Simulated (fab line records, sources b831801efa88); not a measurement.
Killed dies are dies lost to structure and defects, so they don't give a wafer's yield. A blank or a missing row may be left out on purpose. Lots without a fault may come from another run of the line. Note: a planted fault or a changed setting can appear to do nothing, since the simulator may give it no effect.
What tool caused it? ; flow gf180mcu ; route of 602 steps, sampled at 1 step: 13 lots, 39 wafers

== WHAT THE GAUGES READ, wafer by wafer ==
GF_V4_THK_MEAS_03.
lot;measured;on;V4_CVD_02_THK (nm)
L542;day 23 12:18;film_metro-02;860 856 874
L543;day 24 00:14;film_metro-02;841 839 861
L544;day 24 04:03;film_metro-03;854 862 852
L545;day 24 16:30;film_metro-03;854 835 845
L546;day 24 21:28;film_metro-02;837 826 868
L547;day 25 01:06;film_metro-02;832 832 873
L548;day 25 12:25;film_metro-02;843 854 834
L553;day 27 05:24;film_metro-02;833 831 870
L556;day 28 03:49;film_metro-02;847 849 868
L557;day 28 08:35;film_metro-03;857 871 868
L561;day 29 23:25;film_metro-02;864 863 868
L565;day 30 15:49;film_metro-03;859 872 867
L564;day 30 17:08;film_metro-03;855 861 872

== EACH LOT AND THE TOOL THAT RAN IT (in order: tool; ch and the chambers of the sampled wafers; start) ==
The record shows no process step preceding these readings.

== WHAT THE TOOLS THEMSELVES READ (means of the sampled wafers that have a number; where no wafer has one, the mark that the record gives instead) ==
The record holds no such reading with a usual standard deviation.

== THE ANSWER, worked out from the rows above alone ==
Rule: the lots themselves supply what counts as usual. The widest of any qualifying gaps counts: lots, ordered by their means at a reading, are off when they make up no more than a third of the lots, leave a main group of 4 or more, and stand apart from it by 3 or more times the standard deviation of that group's means. A main group is skipped when, at the precision printed for the reading in the tables above, its means are all equal. Also off: a lot with no number at a reading for which 4 or more lots have one. Any other lot the step has rows for is counted as sound. After the gauges, taken in route order, come the tools' own readings; for these a lot's mean is taken, as printed above. The first step at which some lot is off is used, and at that step the reading that is off furthest; a lot without a number counts as furthest.
Across all readings shown, no lot is off: no conclusion can be drawn from this.

== WHAT HAD BEEN PUT IN BY THE SIMULATOR ==
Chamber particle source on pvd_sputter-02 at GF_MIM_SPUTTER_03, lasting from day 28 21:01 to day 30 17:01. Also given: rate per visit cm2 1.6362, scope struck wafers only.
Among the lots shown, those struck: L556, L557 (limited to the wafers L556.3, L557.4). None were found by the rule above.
